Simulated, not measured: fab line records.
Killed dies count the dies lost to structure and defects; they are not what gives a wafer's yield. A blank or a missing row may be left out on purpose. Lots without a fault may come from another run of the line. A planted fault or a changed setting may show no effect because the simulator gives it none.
Which tool did it? :: flow gf180mcu :: 42 wafers from 14 lots sampled at 4 of the route's 602 steps

== WHAT THE GAUGES SHOWED, per wafer ==
GF_V5_OVL_MEAS_15. Usual: V5_OVL 0 nm, standard deviation 6.5.
lot: L895
measured: day 26 22:53
on: overlay-02
V5_OVL (nm): 3 2 7
flag: 

lot: L896
measured: day 27 05:59
on: overlay-01
V5_OVL (nm): -7 2 3
flag: 

lot: L897
measured: day 27 19:23
on: overlay-02
V5_OVL (nm): 8 5 4
flag: 

lot: L898
measured: day 28 02:40
on: overlay-01
V5_OVL (nm): -1 2 7
flag: 

lot: L901
measured: day 29 04:10
on: overlay-02
V5_OVL (nm): 7 -7 -3
flag: 

lot: L902
measured: day 29 11:39
on: overlay-02
V5_OVL (nm): -2 1 -4
flag: 

lot: L910
measured: day 31 13:23
on: overlay-01
V5_OVL (nm): 4 5 1
flag: 

lot: L912
measured: day 32 09:01
on: overlay-02
V5_OVL (nm): 0 -8 -2
flag: 

lot: L913
measured: day 32 20:56
on: overlay-02
V5_OVL (nm): 13 6 9
flag: 

lot: L914
measured: day 32 19:11
on: overlay-01
V5_OVL (nm): -4 -6 1
flag: 

lot: L915
measured: day 32 22:28
on: overlay-02
V5_OVL (nm): 8 8 10
flag: 

lot: L916
measured: day 33 05:02
on: overlay-01
V5_OVL (nm): -7 -11 -4
flag: 

lot: L917
measured: day 33 15:11
on: overlay-01
V5_OVL (nm): -6 -13 -8
flag: 

lot: L918
measured: day 33 16:38
on: overlay-02
V5_OVL (nm): -10 -3 -4
flag: 

GF_PASSIVATION_THK_MEAS_01. Usual: PASSIVATION_CVD_00_THK 999 nm, standard deviation 12.
lot: L895
measured: day 27 23:57
on: filmMetro-03
PASSIVATION_CVD_00_THK (nm): 989 1006 1012
flag: 

lot: L896
measured: day 28 06:16
on: filmMetro-03
PASSIVATION_CVD_00_THK (nm): 1008 1014 1027
flag: 

lot: L897
measured: day 28 16:58
on: filmMetro-03
PASSIVATION_CVD_00_THK (nm): 998 991 1017
flag: 

lot: L898
measured: day 29 00:51
on: filmMetro-03
PASSIVATION_CVD_00_THK (nm): 975 976 979
flag: 

lot: L901
measured: day 30 01:47
on: filmMetro-03
PASSIVATION_CVD_00_THK (nm): 986 979 986
flag: 

lot: L902
measured: day 30 08:33
on: filmMetro-03
PASSIVATION_CVD_00_THK (nm): 997 997 1010
flag: 

lot: L910
measured: day 32 08:42
on: filmMetro-01
PASSIVATION_CVD_00_THK (nm): 994 999 997
flag: 

lot: L912
measured: day 33 03:38
on: filmMetro-01
PASSIVATION_CVD_00_THK (nm): 993 1001 1016
flag: 

lot: L913
measured: day 33 15:05
on: filmMetro-04
PASSIVATION_CVD_00_THK (nm): 996 1014 1018
flag: 

lot: L914
measured: day 33 13:23
on: filmMetro-03
PASSIVATION_CVD_00_THK (nm): 994 998 997
flag: 

lot: L915
measured: day 33 16:12
on: filmMetro-04
PASSIVATION_CVD_00_THK (nm): 982 997 987
flag: 

lot: L916
measured: day 33 22:56
on: filmMetro-04
PASSIVATION_CVD_00_THK (nm): 986 988 996
flag: 

lot: L917
measured: day 34 09:28
on: filmMetro-03
PASSIVATION_CVD_00_THK (nm): 982 985 1000
flag: 

lot: L918
measured: day 34 09:58
on: filmMetro-03
PASSIVATION_CVD_00_THK (nm): 1014 1028 1006
flag: 

== EACH LOT AND THE TOOL THAT RAN IT (in order: tool; ch and the chambers of the sampled wafers; start) ==
lot: L895
GF_VT_IMPLANT_WET_ETCH_50: wetBench-02 ch 1, day 7 10:49
GF_PASSIVATION_CVD_00: pecvd-04 ch 1,2, day 27 23:52

lot: L896
GF_VT_IMPLANT_WET_ETCH_50: wetBench-04 ch 0, day 7 17:30
GF_PASSIVATION_CVD_00: pecvd-02 ch 1,2, day 28 06:09

lot: L897
GF_VT_IMPLANT_WET_ETCH_50: wetBench-04 ch 1, day 8 03:05
GF_PASSIVATION_CVD_00: pecvd-04 ch 0,1, day 28 16:53

lot: L898
GF_VT_IMPLANT_WET_ETCH_50: wetBench-02 ch 0, day 8 07:34
GF_PASSIVATION_CVD_00: pecvd-04 ch 0,2, day 29 00:46

lot: L901
GF_VT_IMPLANT_WET_ETCH_50: wetBench-04 ch 2, day 9 07:09
GF_PASSIVATION_CVD_00: pecvd-04 ch 0,1,2, day 30 01:43

lot: L902
GF_VT_IMPLANT_WET_ETCH_50: wetBench-04 ch 2, day 9 14:17
GF_PASSIVATION_CVD_00: pecvd-01 ch 0,2, day 30 08:28

lot: L910
GF_VT_IMPLANT_WET_ETCH_50: wetBench-03 ch 2, day 11 17:08
GF_PASSIVATION_CVD_00: pecvd-01 ch 0,1,2, day 32 08:36

lot: L912
GF_VT_IMPLANT_WET_ETCH_50: wetBench-02 ch 3, day 12 10:00
GF_PASSIVATION_CVD_00: pecvd-02 ch 0,1, day 33 03:33

lot: L913
GF_VT_IMPLANT_WET_ETCH_50: wetBench-02 ch 2, day 12 18:47
GF_PASSIVATION_CVD_00: pecvd-01 ch 0,1, day 33 14:59

lot: L914
GF_VT_IMPLANT_WET_ETCH_50: wetBench-04 ch 2, day 12 21:23
GF_PASSIVATION_CVD_00: pecvd-01 ch 0,1,2, day 33 13:19

lot: L915
GF_VT_IMPLANT_WET_ETCH_50: wetBench-02 ch 2, day 13 06:32
GF_PASSIVATION_CVD_00: pecvd-04 ch 0,1, day 33 16:07

lot: L916
GF_VT_IMPLANT_WET_ETCH_50: wetBench-02 ch 2, day 13 13:08
GF_PASSIVATION_CVD_00: pecvd-01 ch 1,2, day 33 22:52

lot: L917
GF_VT_IMPLANT_WET_ETCH_50: wetBench-03 ch 3, day 13 17:48
GF_PASSIVATION_CVD_00: pecvd-02 ch 0,1,2, day 34 09:23

lot: L918
GF_VT_IMPLANT_WET_ETCH_50: wetBench-04 ch 2, day 14 00:21
GF_PASSIVATION_CVD_00: pecvd-02 ch 1,2, day 34 09:52
- GF_VT_IMPLANT_WET_ETCH_50: etches SiO2 in dHF, target depth 20 nm, time 400 s.
- GF_PASSIVATION_CVD_00: deposits SiO2 from TEOS, target thk 1000 nm, time 111.95 s.

== WHAT THE TOOLS THEMSELVES READ (means of the sampled wafers that have a number; where no wafer has one, the mark that the record gives instead) ==
GF_PASSIVATION_CVD_00. Usual: heaterPowerOuterW 380 W, standard deviation 65; heaterPowerW 663 W, standard deviation 80.
lot: L895
tool: pecvd-04
heaterPowerOuterW (W): 328
heaterPowerW (W): 578
flag: 

lot: L896
tool: pecvd-02
heaterPowerOuterW (W): 421
heaterPowerW (W): 691
flag: 

lot: L897
tool: pecvd-04
heaterPowerOuterW (W): 411
heaterPowerW (W): 718
flag: 

lot: L898
tool: pecvd-04
heaterPowerOuterW (W): 351
heaterPowerW (W): 621
flag: 

lot: L901
tool: pecvd-04
heaterPowerOuterW (W): 364
heaterPowerW (W): 636
flag: 

lot: L902
tool: pecvd-01
heaterPowerOuterW (W): 450
heaterPowerW (W): 742
flag: 

lot: L910
tool: pecvd-01
heaterPowerOuterW (W): 388
heaterPowerW (W): 701
flag: 

lot: L912
tool: pecvd-02
heaterPowerOuterW (W): 391
heaterPowerW (W): 663
flag: 

lot: L913
tool: pecvd-01
heaterPowerOuterW (W): 324
heaterPowerW (W): 619
flag: 

lot: L914
tool: pecvd-01
heaterPowerOuterW (W): 389
heaterPowerW (W): 681
flag: 

lot: L915
tool: pecvd-04
heaterPowerOuterW (W): 394
heaterPowerW (W): 693
flag: 

lot: L916
tool: pecvd-01
heaterPowerOuterW (W): 376
heaterPowerW (W): 704
flag: 

lot: L917
tool: pecvd-02
heaterPowerOuterW (W): 369
heaterPowerW (W): 639
flag: 

lot: L918
tool: pecvd-02
heaterPowerOuterW (W): 412
heaterPowerW (W): 676
flag: 

== THE ANSWER, worked out from the rows above alone ==
Rule: a lot is off if the mean of its wafers that have a number lies more than 3 standard deviations from the usual mean. Also off: a lot with no number at a reading for which 4 or more lots have one. Where the step has rows for the other lots, those lots are counted as sound. First the gauges in route order, then the tools' own readings, where a lot's mean is used as printed above. The first step at which some lot is off is used, and at that step the reading that is off furthest; a lot without a number counts as furthest.
Across all readings shown, no lot is off: no conclusion can be drawn from this.

== WHAT THE SIMULATOR PUT IN ==
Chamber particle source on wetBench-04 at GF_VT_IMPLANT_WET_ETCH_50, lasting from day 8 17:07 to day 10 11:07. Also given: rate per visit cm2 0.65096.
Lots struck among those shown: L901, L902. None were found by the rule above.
